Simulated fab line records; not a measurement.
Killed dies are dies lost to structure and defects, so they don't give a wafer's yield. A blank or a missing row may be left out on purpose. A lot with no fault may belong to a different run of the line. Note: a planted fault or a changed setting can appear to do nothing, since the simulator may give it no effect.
fab line records	flow sky130
[record] lots = 12	wafers = 35	last-day = 48
route steps=708 shown CAPM@541 VIA3@575 PAD_OPEN@708
lots that met no fault: from a run of the same line without faults
start-h: hours from the record's first day to the start of the lot's first wafer shown	wait-h: hours since the lot's step before	" the same as in the row above	L1.1+2: several wafers, shown together as one row	- value missing, or start not given	* or withheld: withheld	< > ~ a bound
route shown NAME@n: names a module that has steps shown in the file, with the first one's number in the route	usual: mean and standard deviation over wafers with no fault	same: alike in all rows	chamber/n: place in a boat	sites: each site's reading	_std_site: standard deviation of those values	_edge_site: mean of outer sites minus mean of inner sites	radius-mm: how far each site lies from the wafer's centre	mask NAME#n: copy n	behind: the tool/chamber that last shaped the wafer	hold: why the lot went on hold/how many hours it stayed there/how the hold came to an end	device: names the non-switching transistor (n, p or np)	end of line: the same wafers' tests at the end of the route	step lacking rows: just its recipe	killed: dies that structure and defects cost at the first sort, which is not the same as the wafer's yield	map: shows each die of a wafer: x if killed, . if not, _ if none is there
set.NAME: the run value of the setting; set.NAME@STEP: its run value at that earlier step	model.NAME: the simulator's own value behind a step, which no gauge read
the route's steps for a sample of lots (tables are steps, rows are wafers)
services: the hour from which a tool's chamber was out of use, counted from the record's first day as start-h (under 0 if before that day), plus the number of hours and why
[[steps]]
[step SKY_CAPM_THK_MEAS_04]
[recipe] thk-meas-gauge = xrf	reads = TiN_of_CAPM_SPUTTER_02
[usual] CAPM_TIN_THK = 201.4/2.8
lot.wafer	tool	chamber	start-h	wait-h	CAPM_TIN_THK[nm]
L111.1	film-metro-01	-	852.49	0.1	197.3
L111.3	"	-	"	"	199.2
L111.6	"	-	"	"	198.9
L110.1	film-metro-02	-	852.74	0.1	202.9
L110.5	"	-	"	"	201.8
L110.6	"	-	"	"	203.2
L113.1	film-metro-04	-	870.17	0.1	202.3
L113.2	"	-	"	"	198.1
L113.5	"	-	"	"	200.6
L114.1	film-metro-01	-	881.46	0.1	197.0
L114.3	"	-	"	"	198.7
L114.4	"	-	"	"	199.8
L115.3	film-metro-04	-	884.07	0.1	198.8
L115.5	"	-	"	"	206.0
L115.6	"	-	"	"	203.0
L118.2	film-metro-01	-	903.01	0.1	199.6
L118.3	"	-	"	"	199.5
L118.5	"	-	"	"	194.1
L119.2	film-metro-02	-	916.79	0.1	202.7
L119.3	"	-	"	"	205.4
L119.6	"	-	"	"	202.0
L120.2	film-metro-02	-	924.45	0.1	199.9
L120.3	"	-	"	"	200.4
L120.5	"	-	"	"	199.6
L121.2	film-metro-01	-	932.38	0.1	201.1
L121.3	"	-	"	"	202.5
L121.5	"	-	"	"	201.6
L123.1	film-metro-02	-	939.18	0.1	200.2
L123.2	"	-	"	"	200.9
L123.5	"	-	"	"	199.3
L122.2	film-metro-02	-	951.73	0.1	203.2
L122.3	"	-	"	"	205.9
L122.4	"	-	"	"	201.1
L124.4	film-metro-01	-	955.20	0.1	199.4
L124.5	"	-	"	"	199.3
[step SKY_VIA3_CMP_02]
[recipe] material = SiO2	down-force-psi = 4	platen-rpm = 60	pad-velocity-m-s = 0.94248
[usual] head-pressure-psi = 4.001/0.0089	motor-current-A = 11.9/1.3
lot.wafer	tool	chamber	start-h	wait-h	head-pressure-psi	motor-current-A
L111.1	cmp-02	2	906.21	0.1	4.013	12.3
L111.3	"	3	"	"	4.006	11.4
L111.6	"	2	"	"	4.008	12.3
L110.1	cmp-01	1	906.35	0.1	3.992	11.3
L110.6	"	0	"	"	3.987	12.2
L110.5	"	1	"	"	4.009	12.1
L113.1	cmp-02	3	921.84	0.1	3.996	11.8
L113.2	"	1	"	"	4.006	11.0
L113.5	"	2	"	"	4.015	12.6
L114.1	cmp-01	3	933.70	0.1	3.994	15.2
L114.4	"	0	"	"	4.005	11.9
L114.3	"	1	"	"	4.007	12.2
L115.3	cmp-02	3	936.62	0.2	4.003	12.0
L115.5	"	2	"	"	3.992	12.2
L115.6	"	3	"	"	3.988	11.5
L118.3	cmp-01	0	954.34	0.1	3.993	12.5
L118.2	"	1	"	"	4.001	12.3
L118.5	"	3	"	"	4.008	14.9
L119.3	cmp-01	3	967.47	0.0	4.007	15.2
L119.2	"	2	"	"	3.992	11.0
L119.6	"	3	"	"	3.998	14.5
L120.3	cmp-02	2	975.54	0.0	4.003	12.3
L120.2	"	3	"	"	4.002	12.1
L120.5	"	3	"	"	3.996	11.6
L121.2	cmp-02	0	983.20	0.0	4.003	10.7
L121.3	"	3	"	"	4.012	11.7
L121.5	"	1	"	"	4.001	10.5
L123.1	cmp-02	1	989.08	0.1	3.995	10.3
L123.2	"	2	"	"	3.992	12.0
L123.5	"	1	"	"	3.984	10.5
L122.3	cmp-02	2	1000.56	0.0	4.000	12.2
L122.2	"	0	"	"	4.011	11.1
L122.4	"	1	"	"	4.004	10.3
L124.4	cmp-02	2	1004.31	0.0	3.996	12.3
L124.5	"	2	"	"	3.990	12.0
[step SKY_VIA3_OVL_MEAS_13]
[usual] VIA3_OVL = -4/6.8
lot.wafer	tool	chamber	start-h	wait-h	VIA3_OVL[nm]
L111.1	overlay-02	-	931.45	0.1	-10
L111.3	"	-	"	"	-4
L111.6	"	-	"	"	-3
L110.1	overlay-01	-	931.51	0.1	-2
L110.5	"	-	"	"	-6
L110.6	"	-	"	"	0
L113.1	overlay-01	-	947.07	0.1	6
L113.2	"	-	"	"	-1
L113.5	"	-	"	"	7
L114.1	overlay-01	-	958.26	0.1	-10
L114.3	"	-	"	"	-3
L114.4	"	-	"	"	-9
L115.3	overlay-01	-	961.32	0.1	-9
L115.5	"	-	"	"	-10
L115.6	"	-	"	"	-5
L118.2	overlay-01	-	978.78	0.1	-13
L118.3	"	-	"	"	-18
L118.5	"	-	"	"	-13
L119.2	overlay-01	-	991.51	0.1	-4
L119.3	"	-	"	"	-4
L119.6	"	-	"	"	-4
L120.2	overlay-02	-	999.78	0.1	-7
L120.3	"	-	"	"	-10
L120.5	"	-	"	"	-5
L121.2	overlay-02	-	1007.33	0.1	-10
L121.3	"	-	"	"	1
L121.5	"	-	"	"	-1
L123.1	overlay-01	-	1012.55	0.1	13
L123.2	"	-	"	"	4
L123.5	"	-	"	"	10
L122.2	overlay-02	-	1023.48	0.1	-8
L122.3	"	-	"	"	-15
L122.4	"	-	"	"	-12
L124.4	overlay-02	-	1027.42	0.1	-1
L124.5	"	-	"	"	2
[step SKY_VIA3_ETCH_15]
[recipe] target = SiO2	chemistry = C4F8/O2/Ar	target-depth-nm = 507	stop-on = TiN	mask-material = KrF-thick	source-w = 1500	bias-w = 1200	pressure-mtorr = 40	c4f8-flow-sccm = withheld	O2_flow_sccm = 6	Ar_flow_sccm = 300	time-s = 78
[usual] chamber-pressure-mTorr = 40.00/0.037	oes-product-au = 0.946/0.0052
lot.wafer	tool	chamber	start-h	wait-h	chamber-pressure-mTorr	oes-product-au	rf-hours-counter-h
L111.1	rie-diel-02	2	931.53	0.0	39.99	0.949	26
L111.3	"	3	"	"	40.01	0.942	26
L111.6	"	3	"	"	39.99	0.937	-
L110.1	rie-diel-02	0	931.63	0.0	39.96	0.938	25
L110.5	"	2	"	"	40.06	0.951	-
L110.6	"	0	"	"	40.03	0.943	-
L113.1	rie-diel-02	1	947.15	0.0	39.99	0.950	18
L113.2	"	0	"	"	40.05	0.935	26
L113.5	"	0	"	"	39.96	0.948	-
L114.1	rie-diel-03	3	958.34	0.0	40.01	0.951	27
L114.3	"	1	"	"	39.94	0.949	11
L114.4	"	0	"	"	40.02	0.942	27
L115.3	rie-diel-04	2	961.38	0.0	39.99	0.948	14
L115.5	"	3	"	"	40.04	0.942	-
L115.6	"	0	"	"	39.98	0.949	-
L118.2	rie-diel-03	2	978.85	0.0	40.02	0.944	10
L118.3	"	3	"	"	40.01	0.952	27
L118.5	"	0	"	"	40.01	0.947	-
L119.2	rie-diel-03	2	991.58	0.0	39.96	0.945	10
L119.3	"	1	"	"	39.93	0.955	12
L119.6	"	3	"	"	40.01	0.949	-
L120.2	rie-diel-03	3	999.85	0.0	39.97	0.941	28
L120.3	"	0	"	"	40.02	0.943	28
L120.5	"	1	"	"	40.00	0.946	-
L121.2	rie-diel-04	2	1007.40	0.0	39.99	0.946	16
L121.3	"	1	"	"	40.01	0.947	16
L121.5	"	3	"	"	40.06	0.945	-
L123.1	rie-diel-03	0	1012.63	0.0	39.96	0.942	29
L123.2	"	2	"	"	40.02	0.943	11
L123.5	"	3	"	"	39.96	0.942	-
L122.2	rie-diel-03	0	1023.55	0.0	39.93	0.946	29
L122.3	"	1	"	"	40.04	0.942	13
L122.4	"	3	"	"	40.02	0.881	29
L124.4	rie-diel-03	0	1027.48	0.0	39.97	0.894	29
L124.5	"	3	"	"	39.98	0.885	-
[step SKY_VIA3_SPUTTER_20]
[recipe] material = TiN	target-thk-nm = 20	chamber-pressure-pa = 5	power-w = 4000	time-s = 80
[usual] cathode-dc-power-W = 4000.0/0.75	throttle-valve-pct = 30.1/0.66
lot.wafer	tool	chamber	start-h	wait-h	cathode-dc-power-W	throttle-valve-pct
L111.1	pvd-sputter-01	-	932.18	0.0	3999.7	30.3
L111.3	"	-	"	"	4000.3	29.6
L111.6	"	-	"	"	3998.8	31.2
L110.1	pvd-sputter-04	-	932.28	0.0	3999.9	29.8
L110.5	"	-	"	"	4000.5	29.8
L110.6	"	-	"	"	3999.8	31.1
L113.1	pvd-sputter-03	-	947.80	0.0	4000.4	29.7
L113.2	"	-	"	"	3999.6	29.7
L113.5	"	-	"	"	4000.7	29.6
L114.1	pvd-sputter-01	-	958.99	0.0	4001.0	30.4
L114.3	"	-	"	"	3999.9	29.5
L114.4	"	-	"	"	4000.0	30.9
L115.3	pvd-sputter-04	-	962.03	0.0	3999.7	29.8
L115.5	"	-	"	"	4001.6	29.4
L115.6	"	-	"	"	4000.5	29.6
L118.2	pvd-sputter-01	-	979.54	0.0	3999.9	29.8
L118.3	"	-	"	"	3999.4	30.1
L118.5	"	-	"	"	3999.2	30.1
L119.2	pvd-sputter-01	-	992.24	0.0	4000.8	31.2
L119.3	"	-	"	"	4001.1	29.9
L119.6	"	-	"	"	3998.1	31.1
L120.2	pvd-sputter-03	-	1000.50	0.0	3998.8	29.7
L120.3	"	-	"	"	3999.3	30.5
L120.5	"	-	"	"	3999.3	29.8
L121.2	pvd-sputter-03	-	1008.05	0.0	3999.7	29.8
L121.3	"	-	"	"	4000.2	30.5
L121.5	"	-	"	"	3999.5	30.2
L123.1	pvd-sputter-01	-	1013.28	0.0	4000.3	29.6
L123.2	"	-	"	"	3999.6	30.0
L123.5	"	-	"	"	4000.1	30.0
L122.2	pvd-sputter-04	-	1024.20	0.0	4000.1	29.8
L122.3	"	-	"	"	3999.7	29.0
L122.4	"	-	"	"	4001.0	29.0
L124.4	pvd-sputter-03	-	1028.57	0.0	4001.4	30.6
L124.5	"	-	"	"	3999.9	30.5
[step SKY_PAD_OPEN_PROBE_99]
[usual] defect-limited-yield = 82.6/1.8	killed_at_M0_to_M3 = 44/6.9	killed_at_M4_up = 3.2/1.8	killed-at-contacts = 23/5.2	killed-at-front-end = 15/4.5	killed-at-other = 0.3/0.56	killed-dies = 85/8.8	killed-on-rim = 17/3.5	killed-open = 47/6.7	killed-short = 39/6.4	sort_bin_3_pad_short = 0.8/0.4	sort_bin_5_function = 10.2/1.3	sort_bin_6_memory = 6.4/1.1	sort-n-pass = 407/8.8	sort-yield-pct = 82.6/1.8
[same] gross-dies = 492	killed-at-back-side = 0	sort_bin_4_leakage[%] = 0	sort_bin_8_speed[%] = 0
lot.wafer	tool	chamber	start-h	wait-h	defect-limited-yield[%]	killed_at_M0_to_M3	killed_at_M4_up	killed-at-contacts	killed-at-front-end	killed-at-other	killed-dies	killed-on-rim	killed-open	killed-short	sort_bin_3_pad_short[%]	sort_bin_5_function[%]	sort_bin_6_memory[%]	sort-n-pass	sort-yield-pct[%]
L110.1	prober-02	-	1078.76	0.1	79.7	46	3	36	14	1	100	22	65	35	1.2	10.6	8.5	392	79.7
L110.5	prober-02	-	1078.96	0.2	85.2	42	2	12	16	1	73	21	41	32	0.8	9.6	4.5	419	85.2
L110.6	prober-02	-	1079.01	0.2	82.5	43	4	24	15	0	86	22	40	46	1.2	9.8	6.5	406	82.5
L124.4	prober-02	-	1157.19	0.2	82.7	45	3	23	14	0	85	15	47	38	1.2	9.6	6.5	407	82.7
L124.5	prober-02	-	1157.24	0.2	84.3	29	4	27	17	0	77	17	40	37	0.8	8.1	6.7	415	84.3
// killed by level:class
L110.1 CONTACT:geometric-particle:open=14 VIA1:geometric-particle:open=13 LI_CONTACT:geometric-particle:open=9 VIA2:geometric-particle:open=9 CONTACT:geometric-particle:short=6 METAL3:geometric-particle:short=6 VIA3:geometric-particle:open=6 LOCAL_INTERCONNECT:geometric-particle:short=4
L110.5 VIA1:geometric-particle:open=12 VIA2:geometric-particle:open=6 CONTACT:geometric-particle:open=5 METAL1:geometric-particle:short=5 POLY_GATE:geometric-particle:open=4 SPACER:geometric-particle:short=4 VIA1:geometric-particle:short=4 FIELD_ISO:geometric-particle:open=3
L110.6 VIA1:geometric-particle:open=11 METAL2:geometric-particle:short=8 VIA2:geometric-particle:open=7 CONTACT:geometric-particle:open=6 CONTACT:geometric-particle:short=6 FIELD_ISO:geometric-particle:short=4 LI_CONTACT:geometric-particle:open=4 LOCAL_INTERCONNECT:geometric-particle:short=4
L124.4 LI_CONTACT:geometric-particle:open=10 METAL1:geometric-particle:short=9 VIA1:geometric-particle:open=9 VIA2:geometric-particle:open=8 CONTACT:geometric-particle:open=7 VIA3:geometric-particle:open=6 FIELD_ISO:geometric-particle:short=5 CONTACT:geometric-particle:short=4
L124.5 CONTACT:geometric-particle:open=9 LI_CONTACT:geometric-particle:open=6 VIA1:geometric-particle:open=6 VIA2:geometric-particle:open=6 POLY_GATE:geometric-particle:short=5 CONTACT:geometric-particle:short=5 METAL1:geometric-particle:short=5 FIELD_ISO:geometric-particle:short=4
[[services]]
tool	chamber	start-h	hours	kind
rie-diel-02	-	884.57	0.9	repair
pvd-sputter-01	-	887.25	4.3	repair
cmp-02	-	911.44	1.6	repair
cmp-02	-	913.07	4.0	pm
cmp-02	-	917.07	-	consumable-replace:conditioner
cmp-02	-	917.07	-	consumable-replace:pad
rie-diel-03	-	917.19	15.6	repair
rie-diel-04	-	922.30	14.4	repair
rie-diel-02	1	927.61	12.6	repair
rie-diel-03	-	974.42	0.4	repair
rie-diel-03	3	979.72	1.9	repair
pvd-sputter-04	-	980.05	17.3	repair
rie-diel-02	0	980.70	2.6	repair
rie-diel-04	2	982.93	2.6	repair
rie-diel-04	3	987.61	2.7	repair
rie-diel-04	1	1013.81	3.6	repair
[[key]]
[first-sign] step = SKY_VIA3_ETCH_15	reading = oes-product-au	direction = down	sigmas = 11	usual = 0.946	struck = 0.887
effect none on later readings
met-at SKY_VIA3_CMP_02
struck-lots L122,L124
struck-wafers L122.4,L124.4,L124.5
not-acting-at SKY_CAPM_THK_MEAS_04,SKY_VIA3_OVL_MEAS_13,SKY_VIA3_SPUTTER_20
onset-between 989.08 1000.56
[fault] kind = process-parameter-drift	tool = cmp-02	chamber = -	onset-h = 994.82	steps = SKY_VIA3_CMP_02	channel = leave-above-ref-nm	offset = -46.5	shape = step	end-h = 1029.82	scope = struck-wafers-only	acts-in = these-recipes-only	stated = 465
